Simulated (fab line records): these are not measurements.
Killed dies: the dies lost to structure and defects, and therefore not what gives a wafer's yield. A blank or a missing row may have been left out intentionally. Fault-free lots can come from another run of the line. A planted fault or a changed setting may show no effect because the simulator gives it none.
A struck lot beside a sound one / flow sky130 / 41 out of 708 route steps
Sound: the wafers L840.2, L840.5, L840.6. The struck wafers were L855.3, L855.4, L855.6. The cause is named last.
Order at every step that has rows: each side's tool, ch and its chambers, its first start. Under that, the readings that differ: sound wafers / struck wafers / difference of the means / sigmas: that difference in standard deviations of wafers without a fault.
alike: words and numbers the same on both sides, and readings whose means are apart by under 2 such deviations; not compared: readings that were withheld, readings missing a value for some wafer, numbers with overlapping values and no deviation given by the record, and bounds like >300 which may hide the same value.
Wherever a step has rows on one side only, a row that says differs or no value, or a row with sigmas, the two part there. When numbers do not overlap yet have no deviation, they are printed without sigmas and do not part them. A reading that every wafer of one side lacks parts them only if that side has two wafers or more.

first, 5 steps without rows for these wafers: SKY_GATE_OXIDE_COAT_05 (resist thk 1140 nm); SKY_GATE_OXIDE_SOFTBAKE_06 (time 60 s); SKY_GATE_OXIDE_EXPOSE_07 (exposes mask LVOM, target cd 600 nm); SKY_GATE_OXIDE_PEB_08; SKY_GATE_OXIDE_DEVELOP_09 (develop time 60 s).
SKY_GATE_OXIDE_OVL_MEAS_10:
  struck on overlay-01, day 19 18:59; sound on overlay-01, day 14 16:49
  alike: GATE_OXIDE_OVL
then, 2 steps without rows for these wafers: SKY_GATE_OXIDE_IMPLANT_11; SKY_GATE_OXIDE_WET_ETCH_12 (etches SiO2 in dHF, target depth 16.8 nm, time 336 s).
SKY_GATE_OXIDE_STRIP_13: strips in O2/N2.
  sound on plasma_asher-01 ch 0,1, day 14 17:06; struck on plasma_asher-04 ch 0,1, day 19 19:19
  alike: drypump_motor_current_A, oes_product_au, strip_time_to_endpoint_s
  not compared: rf_hours_counter_h
SKY_GATE_OXIDE_TW_MEAS_14:
  struck on film_metro-03, day 19 19:23; sound on film_metro-03, day 14 17:13
  alike: GATE_OXIDE_TW
then, 2 steps without rows for these wafers: SKY_GATE_OXIDE_CLEAN_15 (cleans in SC1/SC2, time 150 s); SKY_GATE_OXIDE_OXIDATION_16 (stabilise 600 s, purge 300 s, target thk 3.57 nm).
SKY_POLY_GATE_CVD_00: deposits poly-Si, target thk 180 nm, time 720 s.
  sound on lpcvd-01 ch 0, day 14 18:51; struck on lpcvd-01 ch 0, day 19 21:47
reading=model.poly-Si_of_POLY_GATE_CVD_00.thk_nm (nm); sound=178.8 179.1 179.9; struck=192.2 192.6 191.2; difference=+12.7; sigmas=
  alike: pressure_mtorr
SKY_POLY_GATE_THK_MEAS_01:
  struck on film_metro-03, day 19 23:13; sound on film_metro-03, day 14 20:04
reading=POLY_GATE_CVD_00_THK (nm); sound=178.9 179.2 179.9; struck=192.2 192.5 191.3; difference=+12.7; sigmas=+9
  not compared: hold
then, 7 steps without rows for these wafers: SKY_RES_PROTECT_HMDS_01 (prime time 60 s); SKY_RES_PROTECT_COAT_02 (resist thk 1140 nm); SKY_RES_PROTECT_SOFTBAKE_03 (time 60 s); SKY_RES_PROTECT_EXPOSE_04 (exposes mask RPM, target cd 1270 nm); SKY_RES_PROTECT_PEB_05; SKY_RES_PROTECT_DEVELOP_06 (develop time 60 s); SKY_POLY_GATE_IMPLANT_02.
SKY_RES_PROTECT_STRIP_07: strips in O2/N2.
  sound on plasma_asher-03 ch 0,1, day 16 00:05; struck on plasma_asher-04 ch 0,1, day 21 05:12
  alike: drypump_motor_current_A, oes_product_au, strip_time_to_endpoint_s
  not compared: rf_hours_counter_h
SKY_RES_PROTECT_TW_MEAS_08:
  struck on film_metro-03, day 21 05:17; sound on film_metro-02, day 16 00:11
  alike: POLY_GATE_TW
SKY_RES_PROTECT_CLEAN_09: cleans in SC1/SC2, time 150 s.
  sound on wet_bench-02 ch 0, day 16 00:14; struck on wet_bench-02 ch 1, day 21 05:20
reading=model.poly-Si_of_POLY_GATE_CVD_00.thk_nm (nm); sound=178.2 178.5 179.3; struck=191.6 191.9 190.6; difference=+12.7; sigmas=
then, 1 step without rows for these wafers: SKY_POLY_GATE_CVD_03 (deposits Si3N4 from DCS/NH3, target thk 75 nm, time 1290 s).
SKY_POLY_GATE_THK_MEAS_04:
  struck on film_metro-03, day 21 06:46; sound on film_metro-03, day 16 03:14
  alike: POLY_GATE_CVD_03_THK
then, 8 steps without rows for these wafers: SKY_POLY_GATE_DEHYDRATE_05 (time 60 s); SKY_POLY_GATE_HMDS_06 (prime time 60 s); SKY_POLY_GATE_COAT_07 (resist thk 110 nm); SKY_POLY_GATE_COAT_08 (resist thk 450 nm); SKY_POLY_GATE_SOFTBAKE_09 (time 90 s); SKY_POLY_GATE_EXPOSE_10 (exposes mask P1M, target cd 150 nm); SKY_POLY_GATE_PEB_11; SKY_POLY_GATE_DEVELOP_12 (develop time 60 s).
SKY_POLY_GATE_CD_MEAS_13: the cd target is 150 nm.
  struck on cd_sem-02, day 22 12:40; sound on cd_sem-01, day 17 07:44
  alike: cd_nm
SKY_POLY_GATE_OVL_MEAS_14:
  struck on overlay-01, day 22 12:45; sound on overlay-01, day 17 07:50
  alike: POLY_GATE_OVL
SKY_POLY_GATE_ETCH_15: etches BARC in N2/H2, stops on SiO2, time 118.5 s, target depth 110 nm.
  sound on rie_diel-04 ch 1,2,3, day 17 07:52; struck on rie_diel-02 ch 1,2, day 22 12:46
  alike: drypump_motor_current_A, oes_product_au, throttle_valve_pct
  not compared: rf_hours_counter_h
SKY_POLY_GATE_ETCH_16: etches Si3N4 in CH3F/O2, stops on poly-Si, time 147.5 s, target depth 75 nm.
  sound on rie_diel-04 ch 1,2,3, day 17 07:58; struck on rie_diel-02 ch 1,2, day 22 12:51
  alike: drypump_motor_current_A, oes_product_au, throttle_valve_pct
  not compared: rf_hours_counter_h
SKY_POLY_GATE_ETCH_17: etches poly-Si in HBr/Cl2, stops on SiO2, target depth 180 nm, time 70.5 s.
  sound on rie_si-02 ch 0,2,3, day 17 08:03; struck on rie_si-01 ch 0,1, day 22 12:57
reading=oes_product_au (a.u.); sound=0.983 0.990 0.989; struck=1.007 1.015 0.999; difference=+0.020; sigmas=+2
reading=model.POLY_GATE.feature_depth_nm (nm); sound=178.2 178.5 179.3; struck=180.4 183.8 180.2; difference=+2.8; sigmas=
reading=model.etch.depth_nm (nm); sound=178.2 178.5 179.3; struck=180.4 183.8 180.2; difference=+2.8; sigmas=
  alike: drypump_motor_current_A, throttle_valve_pct
  not compared: rf_hours_counter_h
SKY_POLY_GATE_STRIP_18: strips in O2/N2.
  sound on plasma_asher-03 ch 0,1, day 17 08:07; struck on plasma_asher-03 ch 0,1, day 22 13:02
  alike: drypump_motor_current_A, oes_product_au, strip_time_to_endpoint_s
  not compared: rf_hours_counter_h
-- a jump in the record: the struck wafers' starts before and after are 27 days apart (it breaks off in module POLY_GATE and resumes in module PAD_OPEN, where the first step shown is number 708 of the route) --
SKY_PAD_OPEN_PROBE_99:
  struck on prober-02, day 49 19:41; sound on prober-01, day 46 16:04
reading=model.etest.res_poly.rs_ohm_sq; sound=49.56 47.14 48.16; struck=44.68 44.74 45.99; difference=-3.15; sigmas=
  not compared: model.etest.cap_li_to_poly.c_af_um2

== WHERE THEY PART ==
First at SKY_POLY_GATE_THK_MEAS_01; last, within this record, at SKY_POLY_GATE_ETCH_17. Later steps at which nothing parts them and some readings are alike: SKY_POLY_GATE_STRIP_18.

WHY: what the simulator had put in
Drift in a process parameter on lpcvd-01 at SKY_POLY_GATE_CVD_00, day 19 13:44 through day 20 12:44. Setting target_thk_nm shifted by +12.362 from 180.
